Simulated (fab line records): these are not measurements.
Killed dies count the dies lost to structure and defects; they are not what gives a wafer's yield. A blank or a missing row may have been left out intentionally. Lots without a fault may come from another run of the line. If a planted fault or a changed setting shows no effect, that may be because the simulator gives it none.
A struck lot beside a sound one    flow gf180mcu    28 steps out of a route of 602
Sound: these wafers, L917.1, L917.3, L917.4. Wafers struck: L908.2, L908.4, L908.5. The cause is named last.
Each step with rows lists, per side, the tool, then ch with its chambers, then its first start. Under that, the readings that differ: sound wafers    struck wafers    difference of the means    sigmas: that difference in standard deviations of wafers without a fault.
alike: words and numbers the same on both sides, and readings whose means are apart by under 2 such deviations; not compared: readings that were withheld, readings missing a value for some wafer, numbers with overlapping values and no deviation given by the record, and bounds like >300 which may hide the same value.
A row with sigmas, a row that says differs or no value, or rows on one side alone: a step with any of these is where the two part. When numbers do not overlap yet have no deviation, they are printed without sigmas and do not part them. A reading missing from all wafers of one side parts the sides only when that side holds two or more wafers.

GF_CONTACT_STRIP_18: strips in O2/N2.
  sound on plasma-asher-02 ch 0,1, day 22 11:29; struck on plasma-asher-02 ch 1, day 19 12:08
  alike: drypump-motor-current-A, heater-power-w, oes-product-au
  not compared: rf-hours-counter-h
then, 5 steps without rows for these wafers: GF_CONTACT_CLEAN_19 (cleans in SPM); GF_CONTACT_CLEAN_20 (cleans in DIW); GF_CONTACT_CLEAN_21 (cleans in dHF, time 20 s); GF_CONTACT_SPUTTER_22 (material Ti, target thk 15 nm, time 80.02 s); GF_CONTACT_SPUTTER_23 (material TiN, target thk 10 nm, time 40 s).
GF_CONTACT_CVD_24: deposits W, target thk 300 nm, time 90.339 s.
  sound on cvd-w-02 ch 0,1, day 22 11:53; struck on cvd-w-01 ch 0, day 19 12:33
  alike: heater-power-w
GF_CONTACT_RS_MEAS_25: a four-point-probe measurement.
  sound: film-metro-01 at day 22 11:59; struck: film-metro-04 at day 19 12:40
  alike: CONTACT_W_RS
GF_CONTACT_THK_MEAS_26: measures by xrf.
  sound: film-metro-01 at day 22 12:07; struck: film-metro-04 at day 19 12:47
  alike: CONTACT_W_THK
GF_CONTACT_CMP_27: polishes, stops on SiO2, t overpolish 15 s, target thk 0 nm.
  sound on cmp-02 ch 1,2,3, day 22 12:10; struck on cmp-01 ch 0,3, day 19 12:50
  alike: motor-current-A, overpolish-run-s, time-to-endpoint-s
GF_M1_SPUTTER_00: material Ti, target thk 37.5 nm, time 150 s.
  sound: pvd-sputter-03 at day 22 12:28; struck: pvd-sputter-01 at day 19 13:08
  alike: cathode-dc-power-W, chamber-pressure-pa, throttle-valve-pct
then, 1 step without rows for these wafers: GF_M1_SPUTTER_01 (material TiN, target thk 30 nm, time 25 s).
GF_M1_SPUTTER_02: material AlCu, target thk 450 nm, time 23.9 s.
  sound: pvd-sputter-03 at day 22 12:36; struck: pvd-sputter-01 at day 19 13:16
  no value came back on the struck wafers for cathode-dc-power-W (W), chamber-pressure-pa (Pa), throttle-valve-pct (%), time-s (s); on the sound wafers cathode-dc-power-W (W) reads 10603 10601 10600
GF_M1_SPUTTER_03: material Ti, target thk 10 nm, time 6.7 s.
  sound: pvd-sputter-03 at day 22 12:38; struck: pvd-sputter-01 at day 19 13:17
  alike: cathode-dc-power-W, chamber-pressure-pa, throttle-valve-pct
then, 1 step without rows for these wafers: GF_M1_SPUTTER_04 (material TiN, target thk 50 nm, time 41.7 s).
GF_M1_RS_MEAS_05: a four-point-probe measurement.
  sound: film-metro-03 at day 22 12:41; struck: film-metro-03 at day 19 13:22
reading              sound                 struck                difference  sigmas
M1_ALCU_RS (ohm/sq)  0.0694 0.0703 0.0699  7.1489 7.1847 7.1915  +7.1052     +99 or more
GF_M1_THK_MEAS_06: measures by xrf.
  sound: film-metro-03 at day 22 12:49; struck: film-metro-03 at day 19 13:29
reading           sound        struck    difference  sigmas
M1_ALCU_THK (nm)  454 450 450  <0 <0 <0  differs     
then, 7 steps without rows for these wafers: GF_M1_DEHYDRATE_07 (time 60 s); GF_M1_HMDS_08 (prime time 60 s); GF_M1_COAT_09 (resist thk 1000 nm); GF_M1_SOFTBAKE_10 (time 60 s); GF_M1_EXPOSE_11 (exposes mask Metal1, target cd 230 nm); GF_M1_PEB_12 (peb time 90 s); GF_M1_DEVELOP_13 (develop time 60 s).
GF_M1_CD_MEAS_14: the cd target is 230 nm.
  sound: cd-sem-02 at day 23 11:23; struck: cd-sem-01 at day 20 13:33
  alike: cd-nm
GF_M1_OVL_MEAS_15:
  sound: overlay-02 at day 23 11:30; struck: overlay-02 at day 20 13:39
  alike: M1_OVL
GF_M1_METAL_ETCH_16: etches the open film in Cl2/BCl3, stops on SiO2, target depth 627.5 nm, time 104.6 s.
  sound on rie-metal-04 ch 0,1, day 23 11:32; struck on rie-metal-01 ch 0,1, day 20 13:41
reading                 sound                 struck                difference  sigmas
oes-product-au (a.u.)   0.971 0.973 0.970     0.988 0.995 0.998     +0.022      +4
throttle-valve-pct (%)  28.253 28.253 28.254  28.243 28.219 28.223  -0.025      -2
  alike: drypump-motor-current-A
  not compared: rf-hours-counter-h
then, 1 step without rows for these wafers: GF_M1_STRIP_17 (strips in O2/N2).

## WHERE THEY PART
Earliest at GF_M1_SPUTTER_02; latest, in this record, at GF_M1_METAL_ETCH_16.

WHY: what had been put in by the simulator
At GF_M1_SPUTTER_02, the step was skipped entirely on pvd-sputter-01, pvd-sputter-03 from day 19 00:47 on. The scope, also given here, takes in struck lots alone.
